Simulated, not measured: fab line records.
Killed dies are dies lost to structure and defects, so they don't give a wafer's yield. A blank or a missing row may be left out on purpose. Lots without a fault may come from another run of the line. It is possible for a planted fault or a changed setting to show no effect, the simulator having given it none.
Code-filled problem report in 8D (eight disciplines) form    flow sky130    the parts of the form that need people (team, actions taken, sign-off) are left out

## 1. PROBLEM STATEMENT
Mean of dose-ions-cm2 at SKY_LDD_N_IMPLANT_11: 8.4e+13 across 6 wafers in 2 lots; on wafers with no fault it is 7.5e+13 (standard deviation 8e+10). That is +99 or more standard deviations from the usual mean.
Earliest sighting: wafer L520.2 on implanter-01 at day 22 17:10. At this step, 39 wafers from 13 lots have a number in the record. Rule for "out" (also "out of limits"): further than 4 standard deviations from the usual mean. All remaining wafers that have a number are taken as sound.

## 2. WHAT THIS IS AND IS NOT
question                     is                                 is not
which readings at this step  dose-ions-cm2, faraday-current-uA  rotation-deg
which lots                   L520, L522                         L507, L508, L509, L510, L512, L513, L514, L515, L528, L529, L530
which wafers of those lots   all that have a number             -
read on which tools          implanter-01                       implanter-04
when                         from day 22 17:10                  up to then (24 sound wafers); but 9 sound wafers of L528, L529, L530 came after

## 3. WHAT RULES OUT EACH SUSPECT
Counting: a tool stays on the suspect list if, at a process step up to the reading, it processed all lots that are out and no sound lot following the first of them.
- implanter-01 at SKY_LDD_N_IMPLANT_11: kept. It ran every lot that is out, first L520 (day 22 17:10), and no sound lot after that; its last sound lot up to then is L515 (day 21 06:53). Out on those wafers are its own readings of dose-ions-cm2, faraday-current-uA.
Left after counting: implanter-01 at SKY_LDD_N_IMPLANT_11.

## 4. THE CAUSE (what the simulator had put in)
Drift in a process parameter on implanter-01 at SKY_LDD_N_IMPLANT_11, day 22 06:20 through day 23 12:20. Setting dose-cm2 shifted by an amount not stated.
Counting left only this tool.

## 5. THE EFFECT CHAIN, in route order
Each row: a reading where the mean over the struck wafers with a number is more than 3 standard deviations away from the usual. Scope: only readings with a usual standard deviation given in the record; hours: median across lots of the time from each lot's start at the first step in this table that gives one to its start at this step; sigmas: change in usual standard deviations.
hours  step                  reading             usual    on struck wafers  change    sigmas
0      SKY_LDD_N_IMPLANT_11  dose-ions-cm2       7.5e+13  8.4e+13           +9.4e+12  +99 or more
0      SKY_LDD_N_IMPLANT_11  faraday-current-uA  423      483               +60       +6.6
Its process steps:
- SKY_LDD_N_IMPLANT_11
Later measuring or inspecting steps at which every struck wafer that the step has a row for has a number for every such reading, and none has moved that far: SKY_POLY_CUT_CD_MEAS_08.

## 6. WHAT WOULD HAVE CAUGHT IT SOONER
First out-of-limits reading in this record: day 22 17:10, which is 11 hours after fault onset at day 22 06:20.
